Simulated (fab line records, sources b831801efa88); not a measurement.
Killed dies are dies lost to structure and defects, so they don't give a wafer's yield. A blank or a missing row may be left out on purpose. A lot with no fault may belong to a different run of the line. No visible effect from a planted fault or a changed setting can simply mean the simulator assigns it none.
fab line records	flow sky130
record: lots: 12	wafers: 36	last_day: 50
route steps=708 shown VT_ADJUST_NCORE@126 SONOS_TUNNEL@162 SONOS_ONO@168 PAD_OPEN@708
lots that met no fault: from a run of the same line without faults
start_h: start of the lot's first displayed wafer, in hours after the record's first day	wait_h: hours elapsed since this lot's preceding step	" identical to the entry in the row above	L1.1+2: a row that stands for several wafers	- no value, or no start given	* or withheld: withheld	< > ~ a bound
route shown NAME@n: a module of which the file shows steps, and the number in the route of the first	usual: the fault-free wafers' mean and standard deviation	same: alike in all rows	chamber/n: place in a boat	sites: each site's reading	_std_site: standard deviation of those values	_edge_site: outer sites' mean less inner sites'	radius_mm: for every site, how far away it sits from the centre of the wafer	mask NAME#n: copy n	behind: the last tool/chamber to shape the wafer	hold: reason for holding the lot/hours on hold/outcome of the hold	device: which transistor (n, p or np) failed to switch	end of line: the route-end tests of the same wafers	a step with no rows: only its recipe	killed: dies lost to structure and defects at the first sort, not the wafer's yield	map: shows each die of a wafer: x if killed, . if not, _ if none is there
set.NAME: the setting the step ran with; set.NAME@STEP: the setting that earlier step ran with	model.NAME: the simulator's own value behind a step, which no gauge read
one table for each step of the route and one row for each wafer, over a sample of lots
services: a tool's chamber out of use, with start hour (start_h, from the record's first day; less than 0 if before it), hours out, and reason
== steps ==
step: SKY_VT_ADJUST_NCORE_CD_MEAS_07
recipe: target_cd_nm: 380
usual: cd_nm: 379.7/2.4
lot.wafer	tool	chamber	start_h	wait_h	cd_nm
L316.2	cd_sem-01	-	190.58	0.1	382.3
L316.4	"	-	"	"	381.1
L316.5	"	-	"	"	384.6
L318.2	cd_sem-02	-	212.38	0.1	376.3
L318.3	"	-	"	"	379.4
L318.4	"	-	"	"	377.4
L319.2	cd_sem-02	-	216.90	0.1	374.5
L319.3	"	-	"	"	376.0
L319.6	"	-	"	"	378.5
L321.2	cd_sem-02	-	229.98	0.1	382.3
L321.4	"	-	"	"	382.8
L321.6	"	-	"	"	379.6
L322.1	cd_sem-02	-	230.63	0.1	379.0
L322.3	"	-	"	"	379.7
L322.4	"	-	"	"	379.1
L323.1	cd_sem-02	-	242.48	0.1	376.6
L323.3	"	-	"	"	376.9
L323.4	"	-	"	"	376.1
L327.1	cd_sem-01	-	272.76	0.1	377.2
L327.3	"	-	"	"	378.9
L327.4	"	-	"	"	378.2
L328.3	cd_sem-02	-	275.55	0.1	377.8
L328.5	"	-	"	"	377.9
L328.6	"	-	"	"	378.2
L333.1	cd_sem-01	-	312.88	0.1	381.5
L333.4	"	-	"	"	382.2
L333.6	"	-	"	"	381.1
L336.2	cd_sem-02	-	335.00	0.1	381.6
L336.4	"	-	"	"	381.9
L336.5	"	-	"	"	382.1
L337.3	cd_sem-01	-	341.47	0.1	378.8
L337.4	"	-	"	"	376.9
L337.5	"	-	"	"	378.1
L338.1	cd_sem-02	-	348.18	0.1	379.3
L338.4	"	-	"	"	380.1
L338.6	"	-	"	"	379.3
step: SKY_SONOS_TUNNEL_OVL_MEAS_08
usual: SONOS_TUNNEL_OVL: -0.4/1.5
lot.wafer	tool	chamber	start_h	wait_h	SONOS_TUNNEL_OVL[nm]
L316.2	overlay-01	-	261.54	0.1	1.9
L316.4	"	-	"	"	1.2
L316.5	"	-	"	"	1.5
L318.2	overlay-01	-	284.76	0.1	2.5
L318.3	"	-	"	"	1.1
L318.4	"	-	"	"	1.6
L319.2	overlay-02	-	291.66	0.1	-0.1
L319.3	"	-	"	"	-0.5
L319.6	"	-	"	"	0.0
L321.2	overlay-02	-	305.74	0.1	-0.7
L321.4	"	-	"	"	-2.1
L321.6	"	-	"	"	-0.6
L322.1	overlay-02	-	306.30	0.1	-2.2
L322.3	"	-	"	"	-2.4
L322.4	"	-	"	"	-3.1
L323.1	overlay-02	-	319.80	0.1	0.1
L323.3	"	-	"	"	0.7
L323.4	"	-	"	"	0.7
L327.1	overlay-01	-	351.35	0.1	0.7
L327.3	"	-	"	"	-1.8
L327.4	"	-	"	"	-1.6
L328.3	overlay-01	-	353.86	0.1	-0.7
L328.5	"	-	"	"	-0.8
L328.6	"	-	"	"	0.1
L333.1	overlay-02	-	395.25	0.1	0.8
L333.4	"	-	"	"	-1.5
L333.6	"	-	"	"	-1.6
L336.2	overlay-02	-	420.94	0.1	1.4
L336.4	"	-	"	"	-1.1
L336.5	"	-	"	"	0.1
L337.3	overlay-01	-	428.16	0.1	0.3
L337.4	"	-	"	"	-0.4
L337.5	"	-	"	"	-1.2
L338.1	overlay-02	-	435.85	0.1	0.2
L338.4	"	-	"	"	-0.8
L338.6	"	-	"	"	0.4
step: SKY_SONOS_ONO_OXIDATION_00
recipe: temp_c: 800	ambient: O2	idle_temp_c: 700	ramp_up_c_per_min: 10	ramp_down_c_per_min: 3	stabilise_s: 600	purge_s: 300	target_thk_a: 26	ox_time_s: 1249
usual: ox_temp_c_max: 805.7/1.6	ox_time_s: 1249/0	ramp_down_c_per_min: 3.0000/0.00051	zone_power_lower_pct: 13.2/0.98
same: stabilise_s: 600
lot.wafer	tool	chamber	start_h	wait_h	ox_temp_c_max	ox_time_s	ramp_down_c_per_min	zone_power_lower_pct
L316.2	furnace-02	0	262.48	0.4	806.7	1249	3.0007	12.3
L316.4	"	0	"	"	806.4	1249	3.0006	12.4
L316.5	"	0	"	"	805.9	1249	3.0004	12.5
L318.2	furnace-02	0	288.88	3.4	806.6	1249	3.0003	12.4
L318.3	"	0	"	"	804.8	1249	3.0004	12.4
L318.4	"	0	"	"	805.9	1249	3.0012	12.3
L319.2	furnace-01	0	295.83	3.7	805.1	1249	2.9991	14.3
L319.3	"	0	"	"	803.2	1249	3.0000	14.7
L319.6	"	0	"	"	804.4	1249	2.9994	14.4
L321.2	furnace-02	0	308.08	1.7	805.6	1249	3.0004	12.4
L321.4	"	0	"	"	807.7	1249	3.0004	12.4
L321.6	"	0	"	"	808.4	1249	2.9996	12.6
L322.1	furnace-02	0	308.08	1.2	809.0	1249	2.9991	12.6
L322.3	"	0	"	"	806.6	1249	3.0000	12.4
L322.4	"	0	"	"	806.1	1249	2.9996	12.4
L323.1	furnace-01	0	321.14	0.8	804.0	1249	3.0003	14.4
L323.3	"	0	"	"	803.7	1249	3.0003	14.4
L323.4	"	0	"	"	804.4	1249	3.0002	14.4
L327.1	furnace-02	0	351.87	0.0	806.7	1811.1	2.9995	12.5
L327.3	"	0	"	"	806.3	1811.1	2.9997	12.5
L327.4	"	0	"	"	807.9	1811.1	2.9999	12.5
L328.3	furnace-02	0	354.39	0.0	808.5	1811.1	3.0000	12.4
L328.5	"	0	"	"	805.5	1811.1	3.0001	12.4
L328.6	"	0	"	"	807.0	1811.1	2.9998	12.5
L333.1	furnace-01	0	398.72	2.9	804.6	1249	2.9993	14.5
L333.4	"	0	"	"	803.6	1249	2.9999	14.3
L333.6	"	0	"	"	803.4	1249	2.9999	14.3
L336.2	furnace-01	0	424.57	3.1	804.6	1249	2.9996	14.2
L336.4	"	0	"	"	803.2	1249	3.0001	14.3
L336.5	"	0	"	"	803.9	1249	2.9990	14.5
L337.3	furnace-01	0	430.13	1.5	804.4	1249	3.0001	14.4
L337.4	"	0	"	"	804.5	1249	3.0000	14.1
L337.5	"	0	"	"	805.2	1249	3.0012	14.1
L338.1	furnace-01	0	436.93	0.6	802.9	1249	3.0007	14.5
L338.4	"	0	"	"	803.3	1249	2.9997	14.5
L338.6	"	0	"	"	803.9	1249	3.0000	14.5
step: SKY_SONOS_ONO_THK_MEAS_01
recipe: reads: SiO2_of_SONOS_ONO_OXIDATION_00
usual: SONOS_ONO_OXIDATION_THK: 2.59/0.055
lot.wafer	tool	chamber	start_h	wait_h	hold	SONOS_ONO_OXIDATION_THK[nm]
L316.2	film_metro-01	-	263.84	0.0	-	2.52
L316.4	"	-	"	"	-	2.55
L316.5	"	-	"	"	-	2.57
L318.2	film_metro-01	-	290.24	0.0	-	2.58
L318.3	"	-	"	"	-	2.60
L318.4	"	-	"	"	-	2.61
L319.2	film_metro-04	-	297.18	0.0	-	2.57
L319.3	"	-	"	"	-	2.57
L319.6	"	-	"	"	-	2.57
L322.1	film_metro-04	-	309.42	0.0	-	2.58
L322.3	"	-	"	"	-	2.69
L322.4	"	-	"	"	-	2.54
L321.2	film_metro-01	-	309.43	0.0	-	2.62
L321.4	"	-	"	"	-	2.52
L321.6	"	-	"	"	-	2.54
L323.1	film_metro-04	-	322.48	0.0	-	2.57
L323.3	"	-	"	"	-	2.62
L323.4	"	-	"	"	-	2.63
L327.1	film_metro-03	-	353.22	0.0	await_dispo/0.2h/release	3.36
L327.3	"	-	"	"	await_dispo/0.2h/release	3.34
L327.4	"	-	"	"	await_dispo/0.2h/release	3.37
L327.1	film_metro-03	-	353.45	0.2	-	3.40
L327.3	"	-	"	"	-	3.42
L327.4	"	-	"	"	-	3.35
L328.3	film_metro-03	-	355.76	0.0	await_dispo/0.2h/release	3.41
L328.5	"	-	"	"	await_dispo/0.2h/release	3.44
L328.6	"	-	"	"	await_dispo/0.2h/release	3.36
L328.3	film_metro-03	-	355.99	0.2	-	3.38
L328.5	"	-	"	"	-	3.47
L328.6	"	-	"	"	-	3.38
L333.1	film_metro-03	-	400.07	0.0	-	2.60
L333.4	"	-	"	"	-	2.74
L333.6	"	-	"	"	-	2.65
L336.2	film_metro-04	-	425.93	0.0	-	2.55
L336.4	"	-	"	"	-	2.59
L336.5	"	-	"	"	-	2.51
L337.3	film_metro-03	-	431.49	0.0	-	2.66
L337.4	"	-	"	"	-	2.55
L337.5	"	-	"	"	-	2.64
L338.1	film_metro-04	-	438.28	0.0	-	2.51
L338.4	"	-	"	"	-	2.47
L338.6	"	-	"	"	-	2.49
step: SKY_SONOS_ONO_THK_MEAS_03
recipe: reads: Si3N4_of_SONOS_ONO_CVD_02
usual: SONOS_ONO_CVD_02_THK: 10.63/0.14
lot.wafer	tool	chamber	start_h	wait_h	SONOS_ONO_CVD_02_THK[nm]
L316.2	film_metro-03	-	265.39	0.0	10.79
L316.4	"	-	"	"	10.86
L316.5	"	-	"	"	10.74
L318.2	film_metro-03	-	291.60	0.0	10.73
L318.3	"	-	"	"	10.64
L318.4	"	-	"	"	10.75
L319.2	film_metro-01	-	298.29	0.0	10.48
L319.3	"	-	"	"	10.61
L319.6	"	-	"	"	10.59
L322.1	film_metro-04	-	310.97	0.0	10.68
L322.3	"	-	"	"	10.57
L322.4	"	-	"	"	10.47
L321.2	film_metro-03	-	310.98	0.0	10.68
L321.4	"	-	"	"	10.65
L321.6	"	-	"	"	10.54
L323.1	film_metro-04	-	326.50	0.0	10.65
L323.3	"	-	"	"	10.73
L323.4	"	-	"	"	10.71
L327.1	film_metro-01	-	358.30	0.1	10.68
L327.3	"	-	"	"	10.68
L327.4	"	-	"	"	10.69
L328.3	film_metro-01	-	361.09	0.0	10.59
L328.5	"	-	"	"	10.58
L328.6	"	-	"	"	10.66
L333.1	film_metro-01	-	401.18	0.0	10.60
L333.4	"	-	"	"	10.72
L333.6	"	-	"	"	10.59
L336.2	film_metro-01	-	428.32	0.0	10.59
L336.4	"	-	"	"	10.56
L336.5	"	-	"	"	10.70
L337.3	film_metro-04	-	433.88	0.0	10.43
L337.4	"	-	"	"	10.35
L337.5	"	-	"	"	10.39
L338.1	film_metro-03	-	439.39	0.0	10.83
L338.4	"	-	"	"	10.87
L338.6	"	-	"	"	10.80
step: SKY_PAD_OPEN_PROBE_99
usual: killed_at_M0_to_M3: 45/7.2	killed_at_M4_up: 3.0/1.8	killed_at_contacts: 25/6.1	killed_at_front_end: 14/4.4	killed_at_other: 0.2/0.44	killed_dies: 88/10	killed_open: 48/7.4	killed_short: 40/6.3
same: gross_dies: 492	killed_at_back_side: 0
lot.wafer	tool	chamber	start_h	wait_h	killed_at_M0_to_M3	killed_at_M4_up	killed_at_contacts	killed_at_front_end	killed_at_other	killed_dies	killed_open	killed_short
L316.2	prober-01	-	1088.37	0.1	33	7	25	12	1	78	46	32
L316.4	prober-01	-	1088.47	0.2	54	5	29	16	0	104	61	43
L316.5	prober-01	-	1088.52	0.2	53	4	20	19	0	96	54	42
L318.2	prober-01	-	1105.15	0.1	47	6	30	6	0	89	48	41
L318.3	prober-01	-	1105.20	0.2	49	4	26	13	0	92	54	38
L318.4	prober-01	-	1105.25	0.2	50	4	18	13	0	85	49	36
L319.2	prober-02	-	1114.71	0.1	63	3	33	9	0	108	49	59
L319.3	prober-02	-	1114.76	0.2	57	3	24	13	0	97	58	39
L319.6	prober-02	-	1114.91	0.2	44	3	21	15	0	83	38	45
L322.1	prober-01	-	1122.64	0.1	38	2	27	17	0	84	40	44
L322.3	prober-01	-	1122.74	0.2	43	5	28	13	0	89	49	40
L322.4	prober-01	-	1122.79	0.2	38	5	19	14	0	76	39	37
L321.2	prober-01	-	1123.30	0.1	53	5	26	13	0	97	50	47
L321.4	prober-01	-	1123.40	0.2	43	4	31	11	0	89	47	42
L321.6	prober-01	-	1123.50	0.2	46	2	32	6	0	86	50	36
L323.1	prober-02	-	1133.25	0.1	39	4	29	9	0	81	43	38
L323.3	prober-02	-	1133.35	0.2	43	0	31	18	1	93	43	50
L323.4	prober-02	-	1133.40	0.2	35	1	25	10	1	72	33	39
L327.1	prober-02	-	1152.81	0.1	39	5	34	24	1	103	65	38
L327.3	prober-02	-	1152.91	0.2	55	0	35	15	1	106	60	46
L327.4	prober-02	-	1152.96	0.2	51	2	35	10	0	98	60	38
L328.3	prober-01	-	1160.33	0.2	40	2	18	21	0	81	40	41
L328.5	prober-01	-	1160.43	0.2	46	3	32	13	0	94	50	44
L328.6	prober-01	-	1160.48	0.2	43	3	24	8	1	79	44	35
L333.1	prober-01	-	1183.23	0.1	42	4	19	14	1	80	35	45
L333.4	prober-01	-	1183.38	0.2	31	2	21	10	0	64	38	26
L333.6	prober-01	-	1183.48	0.2	32	7	29	23	0	91	50	41
L336.2	prober-01	-	1193.23	0.1	41	2	25	13	0	81	46	35
L336.4	prober-01	-	1193.33	0.2	32	2	26	14	1	75	36	39
L336.5	prober-01	-	1193.38	0.2	57	3	31	13	0	104	56	48
L337.3	prober-01	-	1197.66	0.2	46	1	26	18	0	91	59	32
L337.4	prober-01	-	1197.71	0.2	35	4	40	14	0	93	54	39
L337.5	prober-01	-	1197.76	0.2	40	2	29	9	1	81	35	46
L338.1	prober-02	-	1198.47	0.1	46	1	23	16	0	86	41	45
L338.4	prober-02	-	1198.62	0.2	44	3	27	16	0	90	52	38
L338.6	prober-02	-	1198.72	0.2	48	3	31	11	0	93	48	45
killed by level:class
L316.2 VIA1:geometric_particle:open=10 CONTACT:geometric_particle:open=8 LOCAL_INTERCONNECT:geometric_particle:short=7 LI_CONTACT:geometric_particle:open=6 METAL2:geometric_particle:short=5 VIA2:geometric_particle:open=4 METAL1:geometric_particle:short=4 METAL4:geometric_particle:short=4
L316.4 VIA1:geometric_particle:open=13 VIA3:geometric_particle:open=9 FIELD_ISO:geometric_particle:short=8 CONTACT:geometric_particle:open=8 LI_CONTACT:geometric_particle:open=8 METAL1:geometric_particle:short=8 VIA2:geometric_particle:open=6 CONTACT:geometric_particle:short=5
L316.5 VIA1:geometric_particle:open=13 VIA3:geometric_particle:open=12 CONTACT:geometric_particle:open=8 FIELD_ISO:geometric_particle:open=7 METAL1:geometric_particle:short=6 VIA1:geometric_particle:short=5 LOCAL_INTERCONNECT:geometric_particle:short=5 METAL2:geometric_particle:short=5
L318.2 LI_CONTACT:geometric_particle:open=14 VIA1:geometric_particle:open=11 CONTACT:geometric_particle:short=6 VIA2:geometric_particle:open=6 VIA3:geometric_particle:short=6 METAL3:geometric_particle:short=5 VIA3:geometric_particle:open=5 LOCAL_INTERCONNECT:geometric_particle:short=4
L318.3 VIA2:geometric_particle:open=10 VIA1:geometric_particle:open=8 CONTACT:geometric_particle:open=8 VIA1:geometric_particle:short=7 LOCAL_INTERCONNECT:geometric_particle:short=6 METAL3:geometric_particle:short=5 LI_CONTACT:geometric_particle:short=4 LI_CONTACT:geometric_particle:open=4
L318.4 VIA2:geometric_particle:open=14 METAL1:geometric_particle:short=11 VIA1:geometric_particle:open=10 LI_CONTACT:geometric_particle:open=6 VIA1:geometric_particle:short=6 CONTACT:geometric_particle:open=5 METAL4:geometric_particle:short=4 FIELD_ISO:geometric_particle:open=3
L319.2 CONTACT:geometric_particle:open=11 VIA1:geometric_particle:open=10 METAL2:geometric_particle:short=10 VIA2:geometric_particle:short=10 CONTACT:geometric_particle:short=8 VIA3:geometric_particle:open=8 LI_CONTACT:geometric_particle:open=6 METAL1:geometric_particle:short=6
L319.3 VIA3:geometric_particle:open=13 VIA2:geometric_particle:open=11 LI_CONTACT:geometric_particle:open=10 VIA1:geometric_particle:open=8 METAL2:geometric_particle:short=6 LOCAL_INTERCONNECT:geometric_particle:short=5 CONTACT:geometric_particle:open=5 METAL1:geometric_particle:short=4
L319.6 VIA1:geometric_particle:open=14 METAL2:geometric_particle:short=8 CONTACT:geometric_particle:open=6 METAL1:geometric_particle:short=6 LOCAL_INTERCONNECT:geometric_particle:short=5 SPACER:geometric_particle:short=4 SPACER:geometric_particle:open=4 CONTACT:geometric_particle:short=4
L322.1 CONTACT:geometric_particle:open=9 VIA1:geometric_particle:open=7 VIA3:geometric_particle:open=7 METAL2:geometric_particle:short=7 LI_CONTACT:geometric_particle:open=6 LOCAL_INTERCONNECT:geometric_particle:short=6 CONTACT:geometric_particle:short=6 FIELD_ISO:geometric_particle:short=5
L322.3 VIA1:geometric_particle:open=10 LI_CONTACT:geometric_particle:open=8 CONTACT:geometric_particle:open=8 METAL1:geometric_particle:short=7 VIA2:geometric_particle:open=6 FIELD_ISO:geometric_particle:short=5 LOCAL_INTERCONNECT:geometric_particle:short=5 CONTACT:geometric_particle:short=5
L322.4 VIA1:geometric_particle:open=13 VIA1:geometric_particle:short=8 FIELD_ISO:geometric_particle:short=7 CONTACT:geometric_particle:open=7 LOCAL_INTERCONNECT:geometric_particle:short=5 VIA2:geometric_particle:open=5 VIA3:geometric_particle:open=4 SPACER:geometric_particle:short=3
L321.2 CONTACT:geometric_particle:open=10 VIA1:geometric_particle:open=9 VIA3:geometric_particle:open=9 VIA1:geometric_particle:short=7 METAL2:geometric_particle:short=7 VIA2:geometric_particle:open=6 CONTACT:geometric_particle:short=6 VIA2:geometric_particle:short=5
L321.4 VIA1:geometric_particle:open=12 LI_CONTACT:geometric_particle:open=9 CONTACT:geometric_particle:open=8 CONTACT:geometric_particle:short=8 VIA2:geometric_particle:open=7 LI_CONTACT:geometric_particle:short=6 METAL2:geometric_particle:short=5 VIA3:geometric_particle:open=5
L321.6 LI_CONTACT:geometric_particle:open=13 CONTACT:geometric_particle:open=10 VIA1:geometric_particle:open=8 VIA2:geometric_particle:open=7 LOCAL_INTERCONNECT:geometric_particle:short=6 METAL1:geometric_particle:short=5 VIA1:geometric_particle:short=5 VIA3:geometric_particle:open=5
L323.1 CONTACT:geometric_particle:open=15 CONTACT:geometric_particle:short=7 VIA2:geometric_particle:open=7 METAL2:geometric_particle:short=6 VIA3:geometric_particle:open=5 VIA1:geometric_particle:short=5 LI_CONTACT:geometric_particle:open=4 VIA1:geometric_particle:open=4
L323.3 CONTACT:geometric_particle:open=7 LI_CONTACT:geometric_particle:open=7 VIA3:geometric_particle:short=7 VIA1:geometric_particle:open=7 CONTACT:geometric_particle:short=6 VIA1:geometric_particle:short=6 VIA2:geometric_particle:open=6 FIELD_ISO:geometric_particle:short=5
L323.4 VIA1:geometric_particle:open=7 CONTACT:geometric_particle:short=6 VIA1:geometric_particle:short=5 LI_CONTACT:geometric_particle:open=5 CONTACT:geometric_particle:open=5 LOCAL_INTERCONNECT:geometric_particle:short=5 VIA2:geometric_particle:open=4 METAL3:geometric_particle:short=4
L327.1 CONTACT:geometric_particle:open=17 VIA1:geometric_particle:open=9 VIA3:geometric_particle:open=9 FIELD_ISO:geometric_particle:open=7 LI_CONTACT:geometric_particle:open=6 POLY_GATE:geometric_particle:short=5 CONTACT:geometric_particle:short=5 VIA2:geometric_particle:open=5
L327.3 VIA3:geometric_particle:open=12 CONTACT:geometric_particle:open=10 LOCAL_INTERCONNECT:geometric_particle:short=10 VIA2:geometric_particle:open=9 VIA1:geometric_particle:open=9 FIELD_ISO:geometric_particle:open=6 LI_CONTACT:geometric_particle:open=6 CONTACT:geometric_particle:short=5
L327.4 CONTACT:geometric_particle:open=15 LI_CONTACT:geometric_particle:open=10 VIA3:geometric_particle:open=9 METAL1:geometric_particle:short=8 VIA2:geometric_particle:open=8 VIA1:geometric_particle:open=7 FIELD_ISO:geometric_particle:open=5 CONTACT:geometric_particle:short=5
L328.3 METAL1:geometric_particle:short=11 VIA1:geometric_particle:open=10 FIELD_ISO:geometric_particle:open=9 CONTACT:geometric_particle:open=7 VIA3:geometric_particle:open=7 FIELD_ISO:geometric_particle:short=5 CONTACT:geometric_particle:short=5 LI_CONTACT:geometric_particle:short=4
L328.5 CONTACT:geometric_particle:open=13 VIA1:geometric_particle:open=10 VIA3:geometric_particle:open=8 LI_CONTACT:geometric_particle:open=6 CONTACT:geometric_particle:short=6 VIA2:geometric_particle:open=6 LOCAL_INTERCONNECT:geometric_particle:short=5 METAL2:geometric_particle:short=5
L328.6 VIA2:geometric_particle:open=10 VIA1:geometric_particle:open=9 CONTACT:geometric_particle:open=8 LI_CONTACT:geometric_particle:open=5 LOCAL_INTERCONNECT:geometric_particle:short=5 VIA1:geometric_particle:short=5 VIA3:geometric_particle:open=5 FIELD_ISO:geometric_particle:open=4
L333.1 VIA1:geometric_particle:open=15 LOCAL_INTERCONNECT:geometric_particle:short=6 CONTACT:geometric_particle:open=5 VIA1:geometric_particle:short=5 METAL2:geometric_particle:short=5 FIELD_ISO:geometric_particle:short=4 METAL1:geometric_particle:short=4 METAL3:geometric_particle:short=4
L333.4 VIA1:geometric_particle:open=11 LI_CONTACT:geometric_particle:open=7 CONTACT:geometric_particle:open=7 CONTACT:geometric_particle:short=5 METAL2:geometric_particle:short=5 METAL1:geometric_particle:short=4 VIA3:geometric_particle:open=4 VIA2:geometric_particle:open=4
L333.6 VIA1:geometric_particle:open=13 CONTACT:geometric_particle:open=10 LOCAL_INTERCONNECT:geometric_particle:short=8 FIELD_ISO:geometric_particle:open=5 POLY_GATE:geometric_particle:short=4 POLY_GATE:geometric_particle:open=4 VIA2:geometric_particle:open=4 CONTACT:geometric_particle:short=4
L336.2 VIA1:geometric_particle:open=11 LI_CONTACT:geometric_particle:open=7 CONTACT:geometric_particle:open=6 CONTACT:geometric_particle:short=6 LOCAL_INTERCONNECT:geometric_particle:short=5 VIA1:geometric_particle:short=5 VIA2:geometric_particle:open=5 FIELD_ISO:geometric_particle:open=4
L336.4 CONTACT:geometric_particle:open=9 FIELD_ISO:geometric_particle:open=6 LOCAL_INTERCONNECT:geometric_particle:short=6 METAL2:geometric_particle:short=6 CONTACT:geometric_particle:short=5 POLY_GATE:geometric_particle:short=4 VIA1:geometric_particle:open=4 VIA1:geometric_particle:short=4
L336.5 CONTACT:geometric_particle:open=13 VIA1:geometric_particle:open=12 VIA3:geometric_particle:open=10 METAL1:geometric_particle:short=9 LOCAL_INTERCONNECT:geometric_particle:short=6 VIA2:geometric_particle:open=6 LI_CONTACT:geometric_particle:open=5 VIA2:geometric_particle:short=5
L337.3 VIA1:geometric_particle:open=15 LI_CONTACT:geometric_particle:open=9 CONTACT:geometric_particle:open=9 FIELD_ISO:geometric_particle:open=7 METAL2:geometric_particle:short=5 POLY_GATE:geometric_particle:short=4 LOCAL_INTERCONNECT:geometric_particle:short=4 CONTACT:geometric_particle:short=4
L337.4 CONTACT:geometric_particle:open=16 VIA1:geometric_particle:open=9 LOCAL_INTERCONNECT:geometric_particle:short=8 LI_CONTACT:geometric_particle:open=7 CONTACT:geometric_particle:short=6 VIA3:geometric_particle:open=6 FIELD_ISO:geometric_particle:short=5 VIA1:geometric_particle:short=5
L337.5 CONTACT:geometric_particle:open=8 VIA1:geometric_particle:open=8 VIA1:geometric_particle:short=7 LI_CONTACT:geometric_particle:open=6 LOCAL_INTERCONNECT:geometric_particle:short=6 CONTACT:geometric_particle:short=6 METAL3:geometric_particle:short=5 VIA3:geometric_particle:open=5
L338.1 VIA1:geometric_particle:open=12 VIA1:geometric_particle:short=10 CONTACT:geometric_particle:open=6 LI_CONTACT:geometric_particle:open=5 CONTACT:geometric_particle:short=5 METAL1:geometric_particle:short=5 FIELD_ISO:geometric_particle:open=4 POLY_GATE:geometric_particle:short=4
L338.4 CONTACT:geometric_particle:open=12 VIA1:geometric_particle:open=11 VIA3:geometric_particle:open=9 FIELD_ISO:geometric_particle:short=6 LI_CONTACT:geometric_particle:open=6 CONTACT:geometric_particle:short=6 VIA1:geometric_particle:short=6 METAL1:geometric_particle:short=4
L338.6 CONTACT:geometric_particle:open=13 VIA1:geometric_particle:open=9 VIA1:geometric_particle:short=8 METAL2:geometric_particle:short=8 LI_CONTACT:geometric_particle:open=7 VIA2:geometric_particle:open=7 CONTACT:geometric_particle:short=6 FIELD_ISO:geometric_particle:short=4
== services ==
tool	chamber	start_h	hours	kind
furnace-02	-	243.82	3.0	pm
furnace-01	-	257.92	2.6	pm
furnace-01	-	286.45	3.4	pm
furnace-02	-	291.73	3.8	pm
furnace-01	-	381.03	3.8	pm
furnace-02	-	419.23	3.5	pm
== key ==
first_sign: step: SKY_SONOS_ONO_OXIDATION_00	reading: ox_time_s	direction: up	sigmas: 99+	usual: *	struck: *
effect: step: SKY_SONOS_ONO_THK_MEAS_01	reading: visit	direction: added
effect: step: SKY_SONOS_ONO_THK_MEAS_01	reading: SONOS_ONO_OXIDATION_THK	direction: up	sigmas: 14	usual: 2.59	struck: 3.38
met_at SKY_SONOS_ONO_OXIDATION_00
struck_lots L327,L328
tester_left_out L327,L328
not_acting_at SKY_VT_ADJUST_NCORE_CD_MEAS_07,SKY_SONOS_TUNNEL_OVL_MEAS_08,SKY_SONOS_ONO_THK_MEAS_03
onset_between 308.08 351.87
fault: kind: process_parameter_drift	tool: furnace-02	chamber: -	onset_h: 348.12	steps: SKY_SONOS_ONO_OXIDATION_00	channel: ox_time_s	offset: *	shape: step	end_h: 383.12	acts_in: *	stated: *
tester_left_out: of these lots the tester's yield and bins aren't shown, on N5 and GAA mostly nor the transistor test; their killed dies are dies lost to structure and defects alone, not to doping, threshold or leakage, so they don't give the yield
